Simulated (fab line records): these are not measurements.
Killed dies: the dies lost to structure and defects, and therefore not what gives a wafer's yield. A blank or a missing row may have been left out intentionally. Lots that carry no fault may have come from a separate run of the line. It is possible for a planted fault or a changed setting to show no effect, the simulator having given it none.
Struck lot and sound lot, side by side / flow sky130 / 16 steps out of a route of 708
Sound: wafers L870.2, L870.4, L870.5. Struck: wafers L867.2, L867.3, L867.4. The cause comes at the end.
Order at every step that has rows: each side's tool, ch and its chambers, its first start. Under that, the readings that differ: sound wafers / struck wafers / difference of the means / sigmas: that difference in standard deviations of wafers without a fault.
alike: readings whose means differ by less than 2 such deviations, and words and numbers that are the same on both sides. not compared: withheld readings, readings that some wafer has no value for, bounds like >300 that may hide the same value, and numbers for which the record gives no deviation and whose values overlap.
Wherever a step has rows on one side only, a row that says differs or no value, or a row with sigmas, the two part there. Non-overlapping numbers with no deviation appear without sigmas and do not part them. A reading missing from all wafers of one side parts the sides only when that side holds two or more wafers.

SKY_NWELL_RS_MEAS_29: a four-point-probe measurement.
  sound: film_metro-03 at day 9 20:48; struck: film_metro-03 at day 9 06:08
  alike: NWELL_RS
SKY_NWELL_RS_MEAS_31: a four-point-probe measurement.
  sound: film_metro-03 at day 9 21:02; struck: film_metro-03 at day 9 06:23
  alike: PWDE_RS
then, 7 steps without rows for these wafers: SKY_VT_ADJUST_HVTP_DEHYDRATE_00 (time 60 s); SKY_VT_ADJUST_HVTP_HMDS_01 (prime time 60 s); SKY_VT_ADJUST_HVTP_COAT_02 (resist thk 1140 nm); SKY_VT_ADJUST_HVTP_SOFTBAKE_03 (time 60 s); SKY_VT_ADJUST_HVTP_EXPOSE_04 (exposes mask HVTPM, target cd 380 nm); SKY_VT_ADJUST_HVTP_PEB_05; SKY_VT_ADJUST_HVTP_DEVELOP_06 (develop time 60 s).
SKY_VT_ADJUST_HVTP_CD_MEAS_07: target cd 380 nm.
  sound: cd_sem-01 at day 10 19:12; struck: cd_sem-01 at day 10 04:47
  alike: cd_nm
SKY_VT_ADJUST_HVTP_OVL_MEAS_08:
  sound: overlay-01 at day 10 19:19; struck: overlay-01 at day 10 04:54
  alike: VT_ADJUST_HVTP_OVL
SKY_VT_ADJUST_HVTP_IMPLANT_09:
  sound on implanter-01 ch 0, day 10 19:23; struck on implanter-03 ch 0, day 10 04:57
reading=dose_ions_cm2; sound=4.305e+12 4.295e+12 4.3e+12; struck=3.869e+12 3.869e+12 3.869e+12; difference=-4.310e+11; sigmas=-96
reading=faraday_current_uA; sound=24.7 23.7 24.0; struck=22.4 21.1 22.4; difference=-2.2; sigmas=-4
SKY_VT_ADJUST_HVTP_STRIP_10: strips in O2/N2.
  sound on plasma_asher-01 ch 0,1, day 10 19:31; struck on plasma_asher-02 ch 0,1, day 10 05:05
  alike: drypump_motor_current_A, oes_product_au, strip_time_to_endpoint_s
  not compared: rf_hours_counter_h
SKY_VT_ADJUST_HVTP_TW_MEAS_11:
  sound: film_metro-01 at day 10 19:40; struck: film_metro-02 at day 10 05:11
reading=VT_ADJUST_HVTP_TW; sound=1353 1352 1354; struck=1321 1316 1315; difference=-36; sigmas=-4
then, 1 step without rows for these wafers: SKY_VT_ADJUST_LVTN_DEHYDRATE_00 (time 60 s).
-- record jumps: 39 days separate the struck wafers' starts on either side; left off in module VT_ADJUST_LVTN, taken up again in module PAD_OPEN, whose first shown step is the route's number 708 --
SKY_PAD_OPEN_PROBE_99:
  sound: prober-02 at day 49 21:49; struck: prober-01 at day 49 09:20
reading=killed_at_M4_up; sound=2 1 3; struck=5 8 5; difference=+4; sigmas=+2
reading=model.etest.tip_p.rs_ohm_sq; sound=6738 6720 6783; struck=6562 6523 6516; difference=-213; sigmas=
reading=model.etest.pfet_01v8.drive_ua_um; sound=196.3 196.7 192.7; struck=205.2 198.4 200.5; difference=+6.1; sigmas=
reading=model.etest.pfet_01v8_mvt.drive_ua_um; sound=157.1 157.8 156.9; struck=165.4 162.5 162.9; difference=+6.3; sigmas=
reading=model.etest.pfet_01v8_mvt.off_log10_a_um; sound=-10.22 -9.981 -9.924; struck=-9.402 -9.426 -9.395; difference=+0.634; sigmas=
reading=model.etest.pfet_01v8.off_log10_a_um; sound=-9.538 -9.151 -9.769; struck=-8.919 -9.091 -8.982; difference=+0.489; sigmas=
reading=model.etest.sram_pfet_latch.off_log10_a_um; sound=-12.74 -12.74 -13.04; struck=-12.45 -12.58 -12.68; difference=+0.27; sigmas=
reading=model.etest.pfet_01v8_mvt.vt_sat_v (V); sound=-0.522 -0.513 -0.5175; struck=-0.4515 -0.4543 -0.4535; difference=+0.0644; sigmas=
  alike: killed_at_M0_to_M3, killed_at_contacts, killed_at_front_end, killed_at_other, killed_dies, killed_open, killed_short
  not compared: model.etest.pfet_01v8_hvt.off_log10_a_um

== WHERE THEY PART ==
At SKY_VT_ADJUST_HVTP_IMPLANT_09 first; at SKY_PAD_OPEN_PROBE_99 last (within this record only).

WHY: what had been put in by the simulator
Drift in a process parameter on implanter-03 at SKY_VT_ADJUST_HVTP_IMPLANT_09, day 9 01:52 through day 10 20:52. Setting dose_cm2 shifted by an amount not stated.
